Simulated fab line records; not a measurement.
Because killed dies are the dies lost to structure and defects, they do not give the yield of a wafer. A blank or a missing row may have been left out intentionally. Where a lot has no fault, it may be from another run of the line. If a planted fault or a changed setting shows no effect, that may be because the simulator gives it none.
Code-filled problem report in 8D (eight disciplines) form || flow sky130 || the parts of the form that need people (team, actions taken, sign-off) are left out

1. PROBLEM STATEMENT
CAPM_TIN_RS at SKY_CAPM_RS_MEAS_03 reads a mean of 7.76 ohm/sq on 1 wafer of 1 lot; wafers without a fault read 6.92 ohm/sq with a standard deviation of 0.098. Relative to the usual mean, that is a shift of +8.6 standard deviations.
The step: measures by four-point-probe.
First observed at day 40 16:06: wafer L550.6, on film_metro-02. The record holds 30 wafers of 10 lots with a number at this step. The rule behind "out" and "out of limits": a value lying over 4 standard deviations away from the usual mean. The rest of the wafers with a number are treated as sound.

2. WHAT THIS IS AND IS NOT
{"question": "which readings at this step", "is": "CAPM_TIN_RS", "is not": "-"}
{"question": "which lots", "is": "L550", "is not": "L536, L538, L540, L541, L542, L543, L551, L557, L559"}
{"question": "which wafers of those lots", "is": "L550.6", "is not": "L550.1, L550.4"}
{"question": "read on which gauges", "is": "film_metro-02", "is not": "film_metro-01, film_metro-04"}
{"question": "when", "is": "from day 40 16:06", "is not": "up to then (20 sound wafers); but 9 sound wafers of L551, L557, L559 came after"}

3. THE SUSPECTS, EACH WITH WHAT RULES IT OUT
Counting: if a tool at a process step up to the reading ran every lot that is out, it stays a suspect. Sound lots after the first of them don't rule it out here, since some wafers of a struck lot are sound.
- ruled out: the gauge at SKY_CAPM_RS_MEAS_03. All the wafers that are out were read on film_metro-02, but those of them that SKY_CAPM_METAL_ETCH_13 has rows for are out there too, on other tools.
- rie_metal-01 at SKY_METAL1_DESCUM_17 (chemistry O2, time 8 s): kept. It processed L550, the lot that is out, at day 37 07:15, and its most recent sound lot before then was L543 at day 35 01:50.
- pvd_sputter-02 at SKY_CAPM_SPUTTER_02 (material TiN, target thk 200 nm, time 166.7 s): kept. It processed L550, the lot that is out, at day 40 15:54, and its most recent sound lot before then was L541 at day 38 06:58.
Remaining after the count are rie_metal-01 at SKY_METAL1_DESCUM_17 and pvd_sputter-02 at SKY_CAPM_SPUTTER_02.

4. THE CAUSE (what the simulator had put in)
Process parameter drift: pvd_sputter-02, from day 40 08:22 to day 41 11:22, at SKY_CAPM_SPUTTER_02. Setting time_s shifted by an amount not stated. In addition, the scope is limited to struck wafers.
Counting leaves 2 suspects; this tool is one of them.

5. THE EFFECT CHAIN, in route order
Rows list readings where the struck wafers' mean (over those with a number) sits beyond 3 standard deviations from the usual. Only readings whose record carries a usual standard deviation are examined. hours: median over the lots of the time between each lot's start at the first step of this table that gives one and its start at this step. sigmas: the change, counted in usual standard deviations.
{"hours": 0, "step": "SKY_CAPM_RS_MEAS_03", "reading": "CAPM_TIN_RS", "usual": "6.92 ohm/sq", "on struck wafers": 7.76, "change": "+0.84", "sigmas": "+8.6"}
{"hours": 0, "step": "SKY_CAPM_THK_MEAS_04", "reading": "CAPM_TIN_THK", "usual": "193.9 nm", "on struck wafers": 173.9, "change": -20.0, "sigmas": -7.1}
{"hours": 23, "step": "SKY_CAPM_METAL_ETCH_13", "reading": "oes_product_au", "usual": "0.941 a.u.", "on struck wafers": 0.885, "change": -0.056, "sigmas": -6.3}
{"hours": 23, "step": "SKY_CAPM_METAL_ETCH_13", "reading": "throttle_valve_pct", "usual": "21.902 %", "on struck wafers": 21.941, "change": "+0.039", "sigmas": "+3.5"}
Here are the process steps it includes:
- SKY_CAPM_METAL_ETCH_13: etches TiN in Cl2/BCl3, stops on SiO2, target depth 220 nm, time 62.9 s.

6. HOW IT WOULD HAVE BEEN CAUGHT EARLIER
8 hours passed between the start of the fault at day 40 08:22 and the first reading out of limits at a measuring or inspecting step in this record, taken at day 40 16:06.
Tool readings at SKY_CAPM_SPUTTER_02 with a usual standard deviation given in the record: none out on any struck wafer, hence no alarm at a limit of 4 standard deviations on them.
By day 40 16:06 the whole set of lots that are out, 1 in number, had already begun SKY_CAPM_SPUTTER_02 on pvd_sputter-02. Holding the tool at that point would not have protected any of them.
